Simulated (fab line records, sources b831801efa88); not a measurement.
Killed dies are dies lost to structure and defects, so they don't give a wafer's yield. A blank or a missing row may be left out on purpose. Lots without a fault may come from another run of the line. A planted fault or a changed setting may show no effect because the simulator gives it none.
fab line records | flow sky130
record lots=12 wafers=35 last_day=50
route steps=708 shown POLY_GATE@205 LDD_P@261 LDD_HVN@274 PAD_OPEN@708
lots that met no fault: from a run of the same line without faults
start_h: hours from the record's first day to the start of the lot's first wafer shown | wait_h: hours since the lot's step before | " the same as in the row above | L1.1+2: a row that stands for several wafers | - no value, or no start given | * or withheld: withheld | < > ~ a bound
route shown NAME@n: a module of which the file shows steps, and the number in the route of the first | usual: mean/standard deviation of fault-free wafers | same: alike in all rows | chamber/n: place in a boat | sites: the reading at each site | _std_site: their standard deviation | _edge_site: outer sites' mean less inner sites' | radius_mm: how far each site lies from the wafer's centre | mask NAME#n: copy n | behind: the tool/chamber that last shaped the wafer | hold: why the lot was held/for how many hours/how that ended | device: the transistor (n, p or np) that didn't switch | end of line: the same wafers' tests at the end of the route | a step without rows: its recipe alone | killed: dies lost to structure and defects at the first sort, not the wafer's yield | map: a wafer's dies, x killed, . not, _ none there
set.NAME: the setting as run; set.NAME@STEP: as run at that earlier step | model.NAME: the simulator's own value behind a step, which no gauge read
steps of the route over a sample of lots; a table a step, a row a wafer
services: from which hour (start_h, from the record's first day; less than 0 if before it) a tool's chamber was out of use, for how many hours, and why
## steps
# step SKY_POLY_GATE_THK_MEAS_01
# recipe reads=poly-Si_of_POLY_GATE_CVD_00
# usual POLY_GATE_CVD_00_THK=180.2/1.6
# columns lot.wafer tool chamber start_h wait_h POLY_GATE_CVD_00_THK[nm]
L727.4 film_metro-04 - 328.08 0.0 181.8
L727.5 " - " " 180.3
L727.6 " - " " 181.0
L728.1 film_metro-04 - 333.84 0.0 178.0
L728.4 " - " " 178.0
L728.5 " - " " 178.5
L729.2 film_metro-02 - 337.85 0.0 177.5
L729.4 " - " " 178.3
L729.6 " - " " 179.3
L731.2 film_metro-02 - 362.45 0.0 178.7
L731.3 " - " " 179.3
L731.6 " - " " 178.9
L732.2 film_metro-04 - 370.87 0.0 179.3
L732.3 " - " " 177.4
L732.4 " - " " 179.9
L733.2 film_metro-03 - 372.10 0.0 181.9
L733.3 " - " " 180.1
L733.4 " - " " 181.7
L736.2 film_metro-03 - 422.43 0.0 182.7
L736.3 " - " " 180.4
L736.4 " - " " 180.7
L737.1 film_metro-03 - 426.36 0.0 177.9
L737.3 " - " " 178.3
L737.5 " - " " 178.8
L739.2 film_metro-04 - 438.44 0.0 181.6
L739.5 " - " " 179.4
L744.2 film_metro-03 - 476.25 0.0 181.3
L744.5 " - " " 181.1
L744.6 " - " " 180.2
L745.1 film_metro-04 - 477.44 0.0 181.9
L745.5 " - " " 181.1
L745.6 " - " " 180.6
L748.2 film_metro-04 - 504.04 0.0 179.6
L748.4 " - " " 179.4
L748.6 " - " " 178.7
# step SKY_LDD_P_DEVELOP_06
# recipe resist=NOVOLAK developer=TMAH develop_time_s=60 dev_temp_c=23
# columns lot.wafer tool chamber start_h wait_h
L727.4+5+6 litho_track-03 0 448.46 0.1
L728.1+4+5 litho_track-01 0 457.95 0.1
L729.2+4+6 litho_track-01 0 461.53 0.1
L731.2+3+6 litho_track-01 0 488.68 0.1
L732.2+3+4 litho_track-03 0 498.36 0.1
L733.2+3+4 litho_track-02 0 499.79 0.1
L736.2+3+4 litho_track-01 0 548.58 0.1
L737.1+3+5 litho_track-01 0 554.00 0.1
L739.2+5 litho_track-01 0 568.08 0.1
L744.2+5+6 litho_track-01 0 600.63 0.1
L745.1+5+6 litho_track-03 0 601.89 0.1
L748.2+4+6 litho_track-03 0 628.51 0.1
# step SKY_LDD_P_CD_MEAS_07
# recipe target_cd_nm=380
# usual cd_nm=380.9/2.8
# columns lot.wafer tool chamber start_h wait_h cd_nm
L727.4 cd_sem-02 - 448.60 0.1 379.4
L727.5 " - " " 382.4
L727.6 " - " " 380.3
L728.1 cd_sem-02 - 458.10 0.1 382.4
L728.4 " - " " 381.2
L728.5 " - " " 382.1
L729.2 cd_sem-01 - 461.67 0.1 382.6
L729.4 " - " " 380.8
L729.6 " - " " 383.1
L731.2 cd_sem-02 - 488.82 0.1 382.7
L731.3 " - " " 382.1
L731.6 " - " " 381.1
L732.2 cd_sem-01 - 498.51 0.1 379.8
L732.3 " - " " 384.1
L732.4 " - " " 384.4
L733.2 cd_sem-02 - 499.93 0.1 376.4
L733.3 " - " " 377.2
L733.4 " - " " 376.4
L736.2 cd_sem-02 - 548.72 0.1 378.3
L736.3 " - " " 379.4
L736.4 " - " " 379.4
L737.1 cd_sem-02 - 554.15 0.1 381.8
L737.3 " - " " 382.7
L737.5 " - " " 384.8
L739.2 cd_sem-01 - 568.22 0.1 377.6
L739.5 " - " " -
L744.2 cd_sem-01 - 600.77 0.1 381.4
L744.5 " - " " -
L744.6 " - " " 381.4
L745.1 cd_sem-01 - 602.04 0.1 379.7
L745.5 " - " " 380.3
L745.6 " - " " 383.7
L748.2 cd_sem-02 - 628.66 0.1 382.8
L748.4 " - " " 382.5
L748.6 " - " " 381.7
# step SKY_LDD_P_OVL_MEAS_08
# usual LDD_P_OVL=-1.1/1.2
# columns lot.wafer tool chamber start_h wait_h LDD_P_OVL[nm]
L727.4 overlay-02 - 448.68 0.1 -1.8
L727.5 " - " " -2.1
L727.6 " - " " -1.1
L728.1 overlay-01 - 458.22 0.1 -1.9
L728.4 " - " " -1.5
L728.5 " - " " -0.9
L729.2 overlay-01 - 461.78 0.1 -2.3
L729.4 " - " " -2.4
L729.6 " - " " -1.9
L731.2 overlay-02 - 488.93 0.1 0.0
L731.3 " - " " -0.5
L731.6 " - " " -0.9
L732.2 overlay-01 - 498.61 0.1 -1.7
L732.3 " - " " -3.1
L732.4 " - " " -1.5
L733.2 overlay-01 - 500.04 0.1 -1.4
L733.3 " - " " -2.4
L733.4 " - " " -0.2
L736.2 overlay-01 - 548.83 0.1 -3.1
L736.3 " - " " -3.4
L736.4 " - " " -2.6
L737.1 overlay-01 - 554.27 0.1 -1.1
L737.3 " - " " -1.2
L737.5 " - " " -2.2
L739.2 overlay-02 - 568.33 0.1 -0.2
L739.5 " - " " -
L744.2 overlay-01 - 600.88 0.1 1.2
L744.5 " - " " -
L744.6 " - " " 0.2
L745.1 overlay-01 - 602.16 0.1 -2.8
L745.5 " - " " -3.3
L745.6 " - " " -1.4
L748.2 overlay-01 - 628.76 0.1 -2.2
L748.4 " - " " -1.2
L748.6 " - " " -0.5
# step SKY_LDD_P_TW_MEAS_11
# usual LDD_P_TW=636.3/2.9
# columns lot.wafer tool chamber start_h wait_h LDD_P_TW
L727.4 film_metro-01 - 448.98 0.1 641.5
L727.5 " - " " 640.7
L727.6 " - " " 645.9
L728.1 film_metro-04 - 458.66 0.2 635.4
L728.4 " - " " 635.3
L728.5 " - " " 636.8
L729.2 film_metro-01 - 462.07 0.1 640.2
L729.4 " - " " 639.5
L729.6 " - " " 638.8
L731.2 film_metro-03 - 489.22 0.1 636.2
L731.3 " - " " 638.9
L731.6 " - " " 634.9
L732.2 film_metro-01 - 498.90 0.1 639.8
L732.3 " - " " 635.2
L732.4 " - " " 633.3
L733.2 film_metro-01 - 500.33 0.1 635.0
L733.3 " - " " 635.0
L733.4 " - " " 633.6
L736.2 film_metro-04 - 549.12 0.1 629.9
L736.3 " - " " 635.1
L736.4 " - " " 633.6
L737.1 film_metro-01 - 554.56 0.1 634.7
L737.3 " - " " 633.7
L737.5 " - " " 637.1
L739.2 film_metro-03 - 568.62 0.1 641.0
L739.5 " - " " 30.2
L744.2 film_metro-04 - 601.17 0.1 637.0
L744.5 " - " " 29.8
L744.6 " - " " 634.4
L745.1 film_metro-04 - 602.44 0.1 636.0
L745.5 " - " " 634.6
L745.6 " - " " 636.3
L748.2 film_metro-03 - 629.05 0.1 640.8
L748.4 " - " " 640.0
L748.6 " - " " 637.2
# step SKY_LDD_HVN_OVL_MEAS_07
# usual LDD_HVN_OVL=-0.2/1.4
# columns lot.wafer tool chamber start_h wait_h LDD_HVN_OVL[nm]
L727.4 overlay-01 - 480.11 0.1 0.5
L727.5 " - " " -1.3
L727.6 " - " " -1.5
L728.1 overlay-02 - 489.28 0.1 -0.2
L728.4 " - " " 1.9
L728.5 " - " " 0.1
L729.2 overlay-02 - 493.08 0.1 -1.7
L729.4 " - " " -2.2
L729.6 " - " " 0.3
L731.2 overlay-01 - 519.34 0.1 1.7
L731.3 " - " " 2.8
L731.6 " - " " 2.2
L732.2 overlay-02 - 529.34 0.1 -0.6
L732.3 " - " " 1.4
L732.4 " - " " 0.6
L733.2 overlay-01 - 530.82 0.1 0.4
L733.3 " - " " 1.0
L733.4 " - " " 0.0
L736.2 overlay-02 - 579.14 0.1 0.0
L736.3 " - " " -2.4
L736.4 " - " " -0.6
L737.1 overlay-01 - 583.83 0.1 -0.6
L737.3 " - " " -1.4
L737.5 " - " " -0.3
L739.2 overlay-01 - 598.74 0.1 -1.7
L739.5 " - " " -2.2
L744.2 overlay-02 - 629.82 0.1 -0.5
L744.5 " - " " 2.6
L744.6 " - " " -1.6
L745.1 overlay-02 - 631.39 0.1 -1.3
L745.5 " - " " -1.0
L745.6 " - " " 0.1
L748.2 overlay-02 - 656.82 0.1 -1.0
L748.4 " - " " 0.8
L748.6 " - " " 1.9
# step SKY_LDD_HVN_STRIP_09
# recipe chemistry=O2/N2 power_w=1400 pressure_mtorr=1500 platen_temp_c=withheld o2_flow_sccm=3000 n2_flow_sccm=300 overash_fraction=0.5
# usual drypump_motor_current_A=5.68/0.26 oes_product_au=0.408/0.0041 strip_time_to_endpoint_s=4.137/0.014
# same overash_fraction=0.5
# columns lot.wafer tool chamber start_h wait_h drypump_motor_current_A oes_product_au rf_hours_counter_h strip_time_to_endpoint_s
L727.4 plasma_asher-04 1 480.31 0.1 5.87 0.409 - 4.131
L727.5 " 0 " " 5.70 0.404 - 4.131
L727.6 " 1 " " 5.86 0.413 - 4.111
L728.1 plasma_asher-02 0 489.46 0.1 6.02 0.406 78 4.116
L728.4 " 0 " " 6.03 0.411 - 4.143
L728.5 " 0 " " 6.02 0.409 - 4.134
L729.2 plasma_asher-04 0 493.26 0.1 5.68 0.404 36 4.145
L729.4 " 1 " " 5.85 0.407 - 4.161
L729.6 " 0 " " 5.69 0.400 - 4.159
L731.2 plasma_asher-01 1 519.52 0.1 5.82 0.399 9 4.153
L731.3 " 1 " " 5.84 0.408 - 4.137
L731.6 " 1 " " 5.82 0.403 - 4.140
L732.2 plasma_asher-02 1 529.52 0.1 5.36 0.406 83 4.124
L732.3 " 1 " " 5.35 0.411 - 4.137
L732.4 " 0 " " 6.01 0.408 - 4.123
L733.2 plasma_asher-01 1 531.00 0.1 5.84 0.407 10 4.102
L733.3 " 0 " " 5.33 0.412 - 4.136
L733.4 " 1 " " 5.82 0.404 - 4.122
L736.2 plasma_asher-02 1 579.32 0.1 5.35 0.411 87 4.149
L736.3 " 1 " " 5.34 0.411 - 4.131
L736.4 " 0 " " 6.09 0.409 - 4.148
L737.1 plasma_asher-04 1 584.01 0.1 5.86 0.403 45 4.130
L737.3 " 1 " " 5.85 0.409 - 4.119
L737.5 " 1 " " 5.85 0.419 - 4.110
L739.2 plasma_asher-02 0 598.92 0.1 6.04 0.408 89 4.126
L739.5 " 1 " " 5.36 0.407 - 4.127
L744.2 plasma_asher-04 0 630.00 0.1 5.69 0.407 49 4.114
L744.5 " 0 " " 5.70 0.403 - 4.125
L744.6 " 1 " " 5.87 0.405 - 4.118
L745.1 plasma_asher-02 0 631.57 0.1 6.04 0.405 93 4.122
L745.5 " 0 " " 6.02 0.411 - 4.136
L745.6 " 1 " " 5.35 0.409 - 4.137
L748.2 plasma_asher-01 0 657.00 0.1 5.34 0.408 23 4.158
L748.4 " 1 " " 5.82 0.409 - 4.146
L748.6 " 1 " " 5.80 0.401 - 4.169
# step SKY_PAD_OPEN_PROBE_99
# usual killed_at_M0_to_M3=44/6.9 killed_at_M4_up=3.3/2.1 killed_at_contacts=24/4.8 killed_at_front_end=15/4.4 killed_at_other=0.2/0.48 killed_dies=87/9.5 killed_on_rim=17/4 killed_open=48/6.5 killed_short=39/6.3
# same gross_dies=492 killed_at_back_side=0
# columns lot.wafer tool chamber start_h wait_h killed_at_M0_to_M3 killed_at_M4_up killed_at_contacts killed_at_front_end killed_at_other killed_dies killed_on_rim killed_open killed_short
L727.4 prober-01 - 1086.18 0.2 43 3 28 11 0 85 13 52 33
L727.5 prober-01 - 1086.23 0.2 47 3 25 26 0 101 18 59 42
L727.6 prober-01 - 1086.28 0.2 42 2 28 11 0 83 20 57 26
L728.1 prober-01 - 1089.40 0.1 32 3 18 13 0 66 9 39 27
L728.4 prober-01 - 1089.55 0.2 44 3 15 8 0 70 16 41 29
L728.5 prober-01 - 1089.60 0.2 56 9 24 19 0 108 18 53 55
L729.2 prober-02 - 1092.85 0.1 53 7 21 14 0 95 19 54 41
L729.4 prober-02 - 1092.95 0.2 51 3 25 16 1 96 18 50 46
L729.6 prober-02 - 1093.05 0.2 33 3 34 11 0 81 10 43 38
L731.2 prober-02 - 1111.25 0.1 44 4 25 24 1 98 20 52 45
L731.3 prober-02 - 1111.30 0.2 48 3 24 14 0 89 16 52 37
L731.6 prober-02 - 1111.45 0.2 47 2 35 18 2 104 19 55 47
L732.2 prober-01 - 1118.27 0.1 46 2 28 12 0 88 20 49 39
L732.3 prober-01 - 1118.32 0.2 42 1 19 17 1 80 13 50 30
L732.4 prober-01 - 1118.37 0.2 44 3 28 14 0 89 17 53 36
L733.2 prober-02 - 1119.26 0.1 46 5 29 11 0 91 16 47 42
L733.3 prober-02 - 1119.31 0.2 48 2 20 11 0 81 12 40 40
L733.4 prober-02 - 1119.36 0.2 39 6 20 14 0 79 17 40 37
L736.2 prober-01 - 1152.20 0.1 44 5 22 15 0 86 14 50 36
L736.3 prober-01 - 1152.25 0.2 40 2 26 12 0 80 18 43 37
L736.4 prober-01 - 1152.30 0.2 50 6 20 15 0 91 12 50 41
L737.1 prober-02 - 1153.50 0.1 39 9 22 20 1 91 15 46 44
L737.3 prober-02 - 1153.60 0.2 36 2 28 16 0 82 22 43 39
L737.5 prober-02 - 1153.70 0.2 36 4 22 17 0 79 17 44 35
L739.2 prober-02 - 1161.21 0.1 51 5 29 11 0 96 23 53 43
L739.5 prober-02 - 1161.36 0.2 45 5 17 424 1 492 96 45 39
L745.1 prober-02 - 1180.00 0.1 46 2 16 19 1 84 12 46 38
L745.5 prober-02 - 1180.20 0.2 38 2 23 21 0 84 16 53 31
L745.6 prober-02 - 1180.25 0.2 42 1 33 17 1 94 18 42 52
L744.2 prober-01 - 1180.04 0.1 45 3 25 20 1 94 19 53 41
L744.5 prober-01 - 1180.19 0.2 57 2 19 414 0 492 96 51 40
L744.6 prober-01 - 1180.24 0.2 48 5 22 19 0 94 17 53 41
L748.2 prober-01 - 1196.79 0.1 34 2 14 18 0 68 12 34 34
L748.4 prober-01 - 1196.89 0.2 34 3 22 12 0 71 11 45 26
L748.6 prober-01 - 1196.99 0.2 40 2 17 17 0 76 21 38 38
# killed by level:class
L727.4 VIA1:geometric_particle:open=16 CONTACT:geometric_particle:open=11 LI_CONTACT:geometric_particle:open=7 METAL1:geometric_particle:short=7 VIA2:geometric_particle:open=6 CONTACT:geometric_particle:short=5 VIA1:geometric_particle:short=5 FIELD_ISO:geometric_particle:open=4
L727.5 VIA1:geometric_particle:open=10 CONTACT:geometric_particle:open=9 FIELD_ISO:geometric_particle:open=8 VIA3:geometric_particle:open=8 CONTACT:geometric_particle:short=7 LI_CONTACT:geometric_particle:open=6 METAL2:geometric_particle:short=6 FIELD_ISO:geometric_particle:short=5
L727.6 CONTACT:geometric_particle:open=12 LI_CONTACT:geometric_particle:open=11 VIA1:geometric_particle:open=9 VIA3:geometric_particle:open=7 VIA2:geometric_particle:open=5 CONTACT:geometric_particle:short=4 METAL1:geometric_particle:short=4 METAL2:geometric_particle:short=4
L728.1 VIA1:geometric_particle:open=13 LI_CONTACT:geometric_particle:open=9 CONTACT:geometric_particle:open=5 POLY_GATE:geometric_particle:short=4 POLY_GATE:geometric_particle:open=4 VIA1:geometric_particle:short=4 VIA2:geometric_particle:open=3 FIELD_ISO:geometric_particle:short=2
L728.4 VIA1:geometric_particle:open=13 CONTACT:geometric_particle:open=7 VIA3:geometric_particle:open=7 METAL2:geometric_particle:short=6 CONTACT:geometric_particle:short=5 VIA2:geometric_particle:open=5 VIA1:geometric_particle:short=4 VIA3:geometric_particle:short=4
L728.5 VIA1:geometric_particle:open=15 LI_CONTACT:geometric_particle:open=9 VIA1:geometric_particle:short=9 METAL4:geometric_particle:short=9 VIA2:geometric_particle:open=8 FIELD_ISO:geometric_particle:short=7 CONTACT:geometric_particle:short=7 CONTACT:geometric_particle:open=7
L729.2 VIA1:geometric_particle:open=16 METAL2:geometric_particle:short=9 CONTACT:geometric_particle:open=8 POLY_GATE:geometric_particle:short=6 VIA2:geometric_particle:open=6 VIA3:geometric_particle:open=6 LI_CONTACT:geometric_particle:open=5 VIA1:geometric_particle:short=5
L729.4 METAL1:geometric_particle:short=10 VIA1:geometric_particle:open=10 CONTACT:geometric_particle:open=9 VIA2:geometric_particle:open=9 VIA3:geometric_particle:open=7 CONTACT:geometric_particle:short=6 FIELD_ISO:geometric_particle:open=5 METAL2:geometric_particle:short=4
L729.6 CONTACT:geometric_particle:open=11 LI_CONTACT:geometric_particle:open=9 VIA1:geometric_particle:open=9 CONTACT:geometric_particle:short=8 VIA3:geometric_particle:open=8 METAL2:geometric_particle:short=5 POLY_GATE:geometric_particle:open=4 LI_CONTACT:geometric_particle:short=4
L731.2 LOCAL_INTERCONNECT:geometric_particle:short=9 VIA2:geometric_particle:open=8 CONTACT:geometric_particle:open=8 VIA1:geometric_particle:open=8 FIELD_ISO:geometric_particle:open=7 POLY_GATE:geometric_particle:open=7 VIA3:geometric_particle:open=7 VIA1:geometric_particle:short=6
L731.3 CONTACT:geometric_particle:open=11 VIA3:geometric_particle:open=11 VIA1:geometric_particle:open=11 METAL1:geometric_particle:short=8 POLY_GATE:geometric_particle:open=7 METAL2:geometric_particle:short=7 LI_CONTACT:geometric_particle:open=4 CONTACT:geometric_particle:short=4
L731.6 LI_CONTACT:geometric_particle:open=11 VIA1:geometric_particle:open=9 LOCAL_INTERCONNECT:geometric_particle:short=8 METAL2:geometric_particle:short=8 VIA2:geometric_particle:open=7 CONTACT:geometric_particle:open=6 VIA3:geometric_particle:open=6 CONTACT:geometric_particle:short=5
L732.2 CONTACT:geometric_particle:open=16 VIA1:geometric_particle:open=11 METAL1:geometric_particle:short=10 CONTACT:geometric_particle:short=6 VIA3:geometric_particle:short=5 FIELD_ISO:geometric_particle:short=4 POLY_GATE:geometric_particle:open=4 VIA1:geometric_particle:short=4
L732.3 VIA1:geometric_particle:open=12 VIA2:geometric_particle:open=11 CONTACT:geometric_particle:open=6 METAL2:geometric_particle:short=6 CONTACT:geometric_particle:short=5 VIA3:geometric_particle:open=5 POLY_GATE:geometric_particle:short=4 LI_CONTACT:geometric_particle:open=4
L732.4 CONTACT:geometric_particle:open=12 VIA1:geometric_particle:open=12 METAL1:geometric_particle:short=9 LI_CONTACT:geometric_particle:open=6 VIA2:geometric_particle:open=6 FIELD_ISO:geometric_particle:open=4 CONTACT:geometric_particle:short=4 METAL2:geometric_particle:short=4
L733.2 CONTACT:geometric_particle:open=11 VIA3:geometric_particle:open=10 METAL1:geometric_particle:short=9 VIA1:geometric_particle:open=9 METAL2:geometric_particle:short=6 LI_CONTACT:geometric_particle:open=5 LOCAL_INTERCONNECT:geometric_particle:short=5 CONTACT:geometric_particle:short=5
L733.3 VIA3:geometric_particle:open=9 METAL2:geometric_particle:short=9 VIA1:geometric_particle:open=8 CONTACT:geometric_particle:short=8 CONTACT:geometric_particle:open=6 FIELD_ISO:geometric_particle:open=4 LI_CONTACT:geometric_particle:open=4 VIA1:geometric_particle:short=4
L733.4 CONTACT:geometric_particle:open=8 METAL1:geometric_particle:short=8 LI_CONTACT:geometric_particle:open=7 VIA2:geometric_particle:open=6 VIA1:geometric_particle:open=5 METAL4:geometric_particle:short=5 FIELD_ISO:geometric_particle:short=4 POLY_GATE:geometric_particle:open=4
L736.2 VIA3:geometric_particle:open=10 VIA1:geometric_particle:open=8 FIELD_ISO:geometric_particle:open=6 FIELD_ISO:geometric_particle:short=6 LI_CONTACT:geometric_particle:open=6 VIA2:geometric_particle:open=6 CONTACT:geometric_particle:open=6 METAL1:geometric_particle:short=4
L736.3 VIA1:geometric_particle:open=10 LI_CONTACT:geometric_particle:open=8 CONTACT:geometric_particle:open=7 VIA1:geometric_particle:short=6 VIA3:geometric_particle:open=5 POLY_GATE:geometric_particle:short=4 LOCAL_INTERCONNECT:geometric_particle:short=4 METAL1:geometric_particle:short=4
L736.4 VIA1:geometric_particle:open=9 CONTACT:geometric_particle:open=7 METAL1:geometric_particle:short=7 VIA3:geometric_particle:open=7 POLY_GATE:geometric_particle:open=6 VIA2:geometric_particle:open=6 CONTACT:geometric_particle:short=5 VIA1:geometric_particle:short=5
L737.1 VIA1:geometric_particle:open=11 LI_CONTACT:geometric_particle:open=8 FIELD_ISO:geometric_particle:short=7 CONTACT:geometric_particle:open=7 METAL4:geometric_particle:short=7 FIELD_ISO:geometric_particle:open=6 METAL2:geometric_particle:short=6 METAL1:geometric_particle:short=6
L737.3 CONTACT:geometric_particle:open=11 VIA1:geometric_particle:open=10 FIELD_ISO:geometric_particle:short=8 LI_CONTACT:geometric_particle:open=6 METAL1:geometric_particle:short=6 CONTACT:geometric_particle:short=5 FIELD_ISO:geometric_particle:open=4 VIA1:geometric_particle:short=4
L737.5 VIA2:geometric_particle:open=10 VIA1:geometric_particle:open=9 CONTACT:geometric_particle:open=8 FIELD_ISO:geometric_particle:short=6 LOCAL_INTERCONNECT:geometric_particle:short=6 VIA3:geometric_particle:open=6 CONTACT:geometric_particle:short=4 FIELD_ISO:geometric_particle:open=3
L739.2 VIA1:geometric_particle:open=15 LI_CONTACT:geometric_particle:open=12 CONTACT:geometric_particle:open=8 METAL1:geometric_particle:short=8 CONTACT:geometric_particle:short=6 FIELD_ISO:geometric_particle:short=5 VIA2:geometric_particle:open=5 VIA1:geometric_particle:short=5
L739.5 LDD_P:area_develop=408 LI_CONTACT:geometric_particle:open=8 VIA1:geometric_particle:open=8 VIA1:geometric_particle:short=7 METAL2:geometric_particle:short=7 VIA2:geometric_particle:open=6 VIA3:geometric_particle:open=6 CONTACT:geometric_particle:open=5
L745.1 VIA1:geometric_particle:open=11 CONTACT:geometric_particle:open=10 METAL2:geometric_particle:short=7 VIA2:geometric_particle:open=7 FIELD_ISO:geometric_particle:short=5 LI_CONTACT:geometric_particle:open=5 VIA3:geometric_particle:open=5 POLY_GATE:geometric_particle:short=4
L744.2 CONTACT:geometric_particle:open=12 VIA1:geometric_particle:open=12 VIA2:geometric_particle:open=7 FIELD_ISO:geometric_particle:short=6 POLY_GATE:geometric_particle:short=5 VIA2:geometric_particle:short=5 POLY_GATE:geometric_particle:open=4 VIA3:geometric_particle:open=4
L744.5 LDD_P:area_develop=401 VIA1:geometric_particle:open=15 VIA2:geometric_particle:open=8 VIA1:geometric_particle:short=7 LI_CONTACT:geometric_particle:open=7 METAL2:geometric_particle:short=7 METAL1:geometric_particle:short=6 CONTACT:geometric_particle:short=6
L745.5 CONTACT:geometric_particle:open=11 VIA1:geometric_particle:open=11 FIELD_ISO:geometric_particle:open=7 METAL1:geometric_particle:short=6 VIA3:geometric_particle:open=6 LI_CONTACT:geometric_particle:open=5 POLY_GATE:geometric_particle:open=5 VIA2:geometric_particle:open=5
L744.6 VIA3:geometric_particle:open=12 CONTACT:geometric_particle:open=10 VIA1:geometric_particle:open=10 VIA1:geometric_particle:short=9 LI_CONTACT:geometric_particle:open=6 FIELD_ISO:geometric_particle:open=4 POLY_GATE:geometric_particle:open=4 POLY_GATE:geometric_particle:short=4
L745.6 LI_CONTACT:geometric_particle:open=11 VIA1:geometric_particle:short=7 CONTACT:geometric_particle:short=7 CONTACT:geometric_particle:open=7 VIA1:geometric_particle:open=7 POLY_GATE:geometric_particle:short=6 LOCAL_INTERCONNECT:geometric_particle:short=6 METAL1:geometric_particle:short=6
L748.2 VIA1:geometric_particle:open=10 CONTACT:geometric_particle:open=7 METAL2:geometric_particle:short=6 VIA3:geometric_particle:open=5 POLY_GATE:geometric_particle:short=4 POLY_GATE:geometric_particle:open=4 CONTACT:geometric_particle:short=4 VIA1:geometric_particle:short=4
L748.4 CONTACT:geometric_particle:open=12 VIA1:geometric_particle:open=11 VIA2:geometric_particle:open=6 VIA1:geometric_particle:short=4 FIELD_ISO:geometric_particle:open=3 CONTACT:geometric_particle:short=3 POLY_GATE:geometric_particle:open=3 SPACER:geometric_particle:open=3
L748.6 VIA1:geometric_particle:open=14 CONTACT:geometric_particle:open=7 VIA1:geometric_particle:short=5 FIELD_ISO:geometric_particle:short=4 POLY_GATE:geometric_particle:open=4 CONTACT:geometric_particle:short=4 METAL2:geometric_particle:short=4 VIA2:geometric_particle:open=4
## services
# columns tool chamber start_h hours kind
plasma_asher-01 0 430.25 - clean
plasma_asher-01 1 430.25 - clean
plasma_asher-04 - 457.94 5.8 repair
plasma_asher-02 - 534.43 1.9 repair
plasma_asher-04 - 557.92 8.3 repair
litho_track-01 - 575.49 - consumable_replace:filter
plasma_asher-04 - 635.27 1.8 repair
## key
first_sign step=SKY_LDD_P_CD_MEAS_07 reading=cd_nm direction=missing
effect step=SKY_LDD_P_OVL_MEAS_08 reading=LDD_P_OVL direction=missing
effect step=SKY_LDD_P_TW_MEAS_11 reading=LDD_P_TW direction=down sigmas=99+ usual=636.3 struck=30.0
effect step=SKY_PAD_OPEN_PROBE_99 reading=killed_at_front_end direction=up sigmas=91 usual=15 struck=419
more_kills_born_at SKY_LDD_P_DEVELOP_06@litho_track-01=809
met_at SKY_LDD_P_DEVELOP_06
struck_lots L739,L744
struck_wafers L739.5,L744.5
tester_left_out L739,L744
not_acting_at SKY_POLY_GATE_THK_MEAS_01,SKY_LDD_HVN_OVL_MEAS_07,SKY_LDD_HVN_STRIP_09
onset_between 554.00 568.08
fault kind=process_parameter_drift tool=litho_track-01 chamber=- onset_h=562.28 steps=SKY_LDD_P_DEVELOP_06 channel=develop_time_s offset=* shape=step end_h=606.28 scope=struck_wafers_only acts_in=* stated=*
# tester_left_out: of these lots the tester's yield and bins aren't shown, on N5 and GAA mostly nor the transistor test; their killed dies are dies lost to structure and defects alone, not to doping, threshold or leakage, so they don't give the yield
